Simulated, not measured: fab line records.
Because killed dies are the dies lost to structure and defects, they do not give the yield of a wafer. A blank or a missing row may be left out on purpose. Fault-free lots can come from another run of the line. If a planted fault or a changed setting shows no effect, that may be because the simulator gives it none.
The tool behind it: which one? | flow sky130 | 11 lots with 33 wafers sampled at 5 steps, on a route of 708 steps

## WHAT EACH GAUGE READ, for each wafer
SKY_POLY_CUT_CD_MEAS_08 targets a cd of 270 nm.
lot  | measured     | on        | cd_nm (nm)
L869 | day 23 17:37 | cd_sem-01 | 269.4 267.6 268.3
L871 | day 24 23:41 | cd_sem-02 | 270.3 271.8 269.9
L874 | day 26 01:43 | cd_sem-01 | 269.8 270.4 269.5
L875 | day 26 17:55 | cd_sem-02 | 269.3 269.6 270.8
L876 | day 26 21:44 | cd_sem-02 | 268.1 268.5 268.7
L878 | day 28 00:59 | cd_sem-01 | 270.7 271.5 272.2
L882 | day 28 19:14 | cd_sem-01 | 269.8 269.6 270.4
L881 | day 28 20:51 | cd_sem-01 | 270.4 270.4 269.0
L890 | day 31 05:54 | cd_sem-01 | 269.1 269.4 268.9
L891 | day 31 13:47 | cd_sem-02 | 269.0 270.2 269.0
L892 | day 31 22:55 | cd_sem-01 | 267.2 267.5 267.7

SKY_RES_XHIGH_TW_MEAS_09.
lot  | measured     | on            | RES_XHIGH_TW
L869 | day 26 01:41 | film_metro-01 | 1623 1619 1616
L871 | day 27 08:22 | film_metro-03 | 1628 1636 1627
L874 | day 28 08:04 | film_metro-01 | 1611 1618 1610
L875 | day 29 01:17 | film_metro-03 | 1630 1631 1625
L876 | day 29 03:52 | film_metro-03 | 1630 1630 1616
L878 | day 30 08:11 | film_metro-01 | 1621 1618 1627
L882 | day 31 01:19 | film_metro-01 | 1624 1632 1627
L881 | day 31 04:26 | film_metro-03 | 30 30 30 29 30 30
L890 | day 33 12:41 | film_metro-03 | 1627 1637 1621
L891 | day 33 21:26 | film_metro-01 | 1605 1603 1607
L892 | day 34 05:04 | film_metro-04 | 1609 1600 1605

SKY_SD_N_CD_MEAS_07 targets a cd of 380 nm.
lot  | measured     | on        | cd_nm (nm)
L869 | day 27 04:11 | cd_sem-01 | 376.3 375.4 375.6
L871 | day 28 11:08 | cd_sem-01 | 376.4 378.1 382.6
L874 | day 29 11:31 | cd_sem-01 | 375.0 376.9 380.5
L875 | day 30 04:52 | cd_sem-02 | 380.9 380.1 379.6
L876 | day 30 06:23 | cd_sem-01 | 380.1 380.0 377.2
L878 | day 31 11:08 | cd_sem-02 | 380.3 381.3 379.7
L882 | day 32 04:17 | cd_sem-01 | 379.3 381.1 381.5
L890 | day 34 15:23 | cd_sem-02 | 381.4 378.6 380.5
L891 | day 34 23:49 | cd_sem-01 | 379.5 380.1 379.5
L892 | day 35 08:29 | cd_sem-02 | 382.6 383.3 383.2

## TOOL THAT RAN EACH LOT (tool first, then ch and the chambers of the sampled wafers, then the start)
lot  | SKY_POLY_CUT_ETCH_11               | SKY_RES_XHIGH_EXPOSE_04
L869 | rie_diel-03 ch 0,1,2, day 23 17:49 | iline_stepper-01 ch 0, day 25 12:24
L871 | rie_diel-04 ch 2,3, day 24 23:53   | iline_stepper-02 ch 0, day 26 19:15
L874 | rie_diel-04 ch 2,3, day 26 01:55   | iline_stepper-02 ch 0, day 27 18:32
L875 | rie_diel-03 ch 2,3, day 26 18:05   | iline_stepper-01 ch 0, day 28 11:14
L876 | rie_diel-04 ch 0,3, day 26 21:56   | iline_stepper-02 ch 0, day 28 13:48
L878 | rie_diel-03 ch 0,2, day 28 01:11   | iline_stepper-01 ch 0, day 29 17:59
L882 | rie_diel-03 ch 1,2,3, day 28 19:23 | iline_stepper-01 ch 0, day 30 12:25
L881 | rie_diel-04 ch 0,2, day 28 21:02   | iline_stepper-02 ch 0, day 30 15:10
L890 | rie_diel-04 ch 0,2,3, day 31 06:05 | iline_stepper-01 ch 0, day 32 23:38
L891 | rie_diel-04 ch 0,3, day 31 13:59   | iline_stepper-02 ch 0, day 33 07:43
L892 | rie_diel-02 ch 1,2,3, day 31 23:07 | iline_stepper-02 ch 0, day 33 15:34
- SKY_POLY_CUT_ETCH_11: etches Si3N4 in CF4/CH2F2/Ar, stops on poly-Si, time 42.5 s, target depth 60 nm.
- SKY_RES_XHIGH_EXPOSE_04: exposes mask URPM, target cd 1270 nm.

## AS READ BY THE TOOLS THEMSELVES (means over the sampled wafers that have a number; for cases with no such wafer, the mark the record gives instead)
SKY_POLY_CUT_ETCH_11.
lot  | tool        | drypump_motor_current_A (A) | mfc_ar_sccm (sccm) | oes_product_au (a.u.) | throttle_valve_pct (%)
L869 | rie_diel-03 | 5.7                         | 150.1              | 0.830                 | 14.990
L871 | rie_diel-04 | 5.2                         | 150.0              | 0.829                 | 14.995
L874 | rie_diel-04 | 5.1                         | 149.4              | 0.822                 | 14.988
L875 | rie_diel-03 | 5.6                         | 150.3              | 0.832                 | 14.989
L876 | rie_diel-04 | 5.1                         | 149.7              | 0.825                 | 14.989
L878 | rie_diel-03 | 5.6                         | 149.9              | 0.834                 | 14.995
L882 | rie_diel-03 | 5.8                         | 150.2              | 0.834                 | 15.002
L881 | rie_diel-04 | 5.2                         | 149.6              | 0.835                 | 14.994
L890 | rie_diel-04 | 5.1                         | 150.3              | 0.829                 | 14.994
L891 | rie_diel-04 | 5.1                         | 150.0              | 0.828                 | 14.999
L892 | rie_diel-02 | 5.8                         | 150.3              | 0.829                 | 14.993

SKY_RES_XHIGH_EXPOSE_04.
lot  | tool             | reticle_temp_C (C) | stage_vel_mm_s (mm/s)
L869 | iline_stepper-01 | 22.99              | 500.41
L871 | iline_stepper-02 | 23.05              | 499.87
L874 | iline_stepper-02 | 22.98              | 499.94
L875 | iline_stepper-01 | 22.91              | 499.91
L876 | iline_stepper-02 | 22.97              | 500.11
L878 | iline_stepper-01 | 23.07              | 500.09
L882 | iline_stepper-01 | 23.04              | 500.19
L881 | iline_stepper-02 | 22.96              | 500.03
L890 | iline_stepper-01 | 22.95              | 499.96
L891 | iline_stepper-02 | 23.11              | 500.11
L892 | iline_stepper-02 | 22.99              | 499.98

## THE ANSWER, worked out from the rows above alone
Rule: the lots themselves supply what counts as usual. The widest of any qualifying gaps counts: lots, ordered by their means at a reading, are off when they make up no more than a third of the lots, leave a main group of 4 or more, and stand apart from it by 3 or more times the standard deviation of that group's means. Not used: any main group whose means are identical at the precision the tables above print for the reading. A lot without any number at a reading at which 4 lots or more have one is off too. The other lots that the step has rows for count as sound. After the gauges, taken in route order, come the tools' own readings; for these a lot's mean is taken, as printed above. At the first step where some lot is off, the reading lying furthest off is the one used; lots without a number count as furthest.
Off: at SKY_RES_XHIGH_TW_MEAS_09 (RES_XHIGH_TW), L881. Mean 1620 and standard deviation 9.2 in the main group.
A tool fits if, at a process step before that reading, it ran every lot that is off, and no sound lot after the first of them. Those tools and the gauges at SKY_RES_XHIGH_TW_MEAS_09 are tried in the same way. No candidate that was tried fits.

## WHAT THE SIMULATOR PUT IN
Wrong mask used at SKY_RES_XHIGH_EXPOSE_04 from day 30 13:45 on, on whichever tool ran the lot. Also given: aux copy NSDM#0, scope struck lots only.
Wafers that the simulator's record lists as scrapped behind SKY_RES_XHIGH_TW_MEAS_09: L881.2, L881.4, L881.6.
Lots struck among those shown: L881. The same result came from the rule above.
